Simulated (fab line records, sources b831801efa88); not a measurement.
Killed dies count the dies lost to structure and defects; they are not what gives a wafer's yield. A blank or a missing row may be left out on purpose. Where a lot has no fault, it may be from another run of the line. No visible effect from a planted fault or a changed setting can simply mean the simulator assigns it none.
The tool behind it: which one? | flow gf180mcu | 7 lots, 21 wafers sampled, at 4 steps of a route of 602

WHAT THE GAUGES SHOWED, per wafer
GF_V2_OVL_MEAS_15.
lot  | measured     | on         | V2_OVL (nm)
L249 | day 21 00:41 | overlay-02 | -7 1 -4
L251 | day 21 10:59 | overlay-02 | 1 5 3
L260 | day 24 16:40 | overlay-01 | 8 2 6
L264 | day 25 19:40 | overlay-02 | 7 7 5
L266 | day 26 15:16 | overlay-02 | -1 1 -2
L268 | day 27 00:16 | overlay-01 | -1 -8 -3
L271 | day 28 07:37 | overlay-02 | -5 -6 -3

WHAT TOOL EACH LOT RAN ON (gives the tool, then ch and the chambers of the sampled wafers, and finally the start)
lot  | GF_VT_IMPLANT_SOFTBAKE_36         | GF_CONTACT_ETCH_17                            | GF_M1_SPUTTER_02
L249 | litho track-01 ch 0, day 7 12:57  | rie diel-04 ch 0,1,2, day 16 20:59 or earlier | pvd sputter-04, day 16 20:59
L251 | litho track-04 ch 0, day 8 01:03  | rie diel-01 ch 0,3, day 17 05:14 or earlier   | pvd sputter-02, day 17 05:14
L260 | litho track-01 ch 0, day 10 13:04 | rie diel-01 ch 1,3, day 20 13:58 or earlier   | pvd sputter-01, day 20 13:58
L264 | litho track-01 ch 0, day 11 13:51 | rie diel-03 ch 0,3, day 21 21:14 or earlier   | pvd sputter-02, day 21 21:14
L266 | litho track-04 ch 0, day 12 03:30 | rie diel-04 ch 0,1,3, day 22 17:41 or earlier | pvd sputter-04, day 22 17:41
L268 | litho track-04 ch 0, day 12 14:14 | rie diel-03 ch 1,2,3, day 23 05:59 or earlier | pvd sputter-02, day 23 05:59
L271 | litho track-01 ch 0, day 13 19:25 | rie diel-01 ch 1,2,3, day 24 14:05 or earlier | pvd sputter-01, day 24 14:05
- GF_VT_IMPLANT_SOFTBAKE_36: time 60 s.
- GF_CONTACT_ETCH_17: etches SiO2 in C4F8/O2/Ar, stops on CoSi2, target depth 860 nm.
- GF_M1_SPUTTER_02: material AlCu, target thk 450 nm, time 23.9 s.

THE ANSWER, worked out from the rows above alone
Rule: what is usual is taken from the lots themselves. Put in order of their means at a reading, lots are off if they are a third of the lots or fewer, leave a main group of 4 or more, and stand apart from it by a gap of 3 or more times the standard deviation of the main group's means; of several such gaps the widest counts. The tables above print the reading to a certain number of digits; a main group whose means all agree to those digits is not used. Also off: a lot with no number at a reading for which 4 or more lots have one. Where the step has rows for the other lots, those lots are counted as sound.
No lot is off on any of the readings shown, so nothing can be concluded from this.

WHAT THE SIMULATOR HAD INSERTED
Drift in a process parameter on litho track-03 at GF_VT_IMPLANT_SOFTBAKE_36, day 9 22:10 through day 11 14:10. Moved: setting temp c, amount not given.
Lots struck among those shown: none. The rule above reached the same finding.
